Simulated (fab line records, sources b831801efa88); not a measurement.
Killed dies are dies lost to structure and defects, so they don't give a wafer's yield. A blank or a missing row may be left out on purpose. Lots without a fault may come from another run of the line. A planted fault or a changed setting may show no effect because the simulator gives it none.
Split-lot experiment | flow sky130 | 5 lots, 17 wafers read, on a route of 708 steps

THE SPLIT
At SKY_VIA1_CMP_02 (polishes SiO2), the setting leave_above_ref_nm was moved away from the recipe's 345 nm on 6 of the 17 wafers read, by +2.6% to +6.7%. The other wafers ran this setting at the recipe's value.

The reading is taken at the split's own step.

THE READING
SiO2_of_VIA1_HDPCVD_00.thk_nm (the simulator's own value, which no gauge read), in nm, at SKY_VIA1_CMP_02 (polishes SiO2). The file gives no usual value for it. The 11 wafers here that ran the recipe average 345.2 nm, standard deviation 1 nm.

wafer  | tool, chamber at the split | leave_above_ref_nm as run, nm | against the recipe | SiO2_of_VIA1_HDPCVD_00.thk_nm, nm | against lot-mates on the recipe
L075.3 | cmp-01, 0                  | 368.1                         | +6.7%              | 367.5                             | +23.8
L075.1 | cmp-01, 1                  | 368.1                         | +6.7%              | 368.9                             | +25.2
L075.4 | cmp-01, 2                  | 368.1                         | +6.7%              | 365.3                             | +21.6
L075.2 | cmp-01, 3                  | 345                           | recipe             | 343.4                             | -
L075.5 | cmp-01, 1                  | 345                           | recipe             | 344                               | -
L078.3 | cmp-01, 3                  | 345                           | recipe             | 344.4                             | -
L078.2 | cmp-01, 0                  | 353.9                         | +2.6%              | 354.4                             | +10.0
L079.3 | cmp-02, 0                  | 345                           | recipe             | 346.5                             | -
L079.4 | cmp-02, 2,3                | 345                           | recipe             | 345                               | -
L079.2 | cmp-02, 2,3                | 345                           | recipe             | 345                               | -
L079.6 | cmp-02, 0                  | 345                           | recipe             | 345.1                             | -
L079.5 | cmp-02, 1                  | 345                           | recipe             | 345.6                             | -
L080.2 | cmp-01, 3                  | 356.9                         | +3.4%              | 355.6                             | no lot-mate on the recipe
L080.4 | cmp-01, 1                  | 356.9                         | +3.4%              | 356.7                             | no lot-mate on the recipe
L084.1 | cmp-02, 3                  | 345                           | recipe             | 346.3                             | -
L084.3 | cmp-02, 1                  | 345                           | recipe             | 347                               | -
L084.6 | cmp-02, 2                  | 345                           | recipe             | 345                               | -
Where a row lists several chambers, the file gives one row for several wafers and doesn't say which wafer went through which chamber.

THE FIT
A straight line over all 17 wafers: SiO2_of_VIA1_HDPCVD_00.thk_nm changes by +3.28 nm for each +1% of leave_above_ref_nm; r = +0.99; the points scatter about the line by 1.1 nm.
The same after taking each lot's own level away (the mean of its wafers on the recipe; 15 wafers): +3.52 nm for each +1%; r = +1.00; scatter 0.93 nm.
On that fit, the largest move of leave_above_ref_nm shifts the reading by 24 nm.
The lots' own levels span 343.70 to 346.10 nm, that is 2.3 times the standard deviation above.
So the lot-to-lot level changes the slope little: the two slopes agree.
Check: with one of the wafers moved furthest among these (+6.7%) left out of the fit, the line predicts +23.6 nm for it against its lot-mates. It came out at +23.8 nm against them.

OTHER SPLITS ON THESE WAFERS
These wafers also went through other splits before the reading. Each is held against what the fit with the lots' levels taken away leaves over:
other split on the same wafers             | wafers away from the commonest value | r with SiO2_of_VIA1_HDPCVD_00.thk_nm (lot level and that fit taken away)
SKY_CONTACT_DEVELOP_13 dev_temp_c          | 7                                    | -0.03
SKY_CONTACT_SPUTTER_23 chamber_pressure_pa | 12                                   | +0.00
SKY_METAL1_DEVELOP_14 dev_temp_c           | 6                                    | +0.33

THE FILE'S OWN FIT
SiO2_of_VIA1_HDPCVD_00.thk_nm changes by +3.53 nm for each +1% of leave_above_ref_nm, r = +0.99.
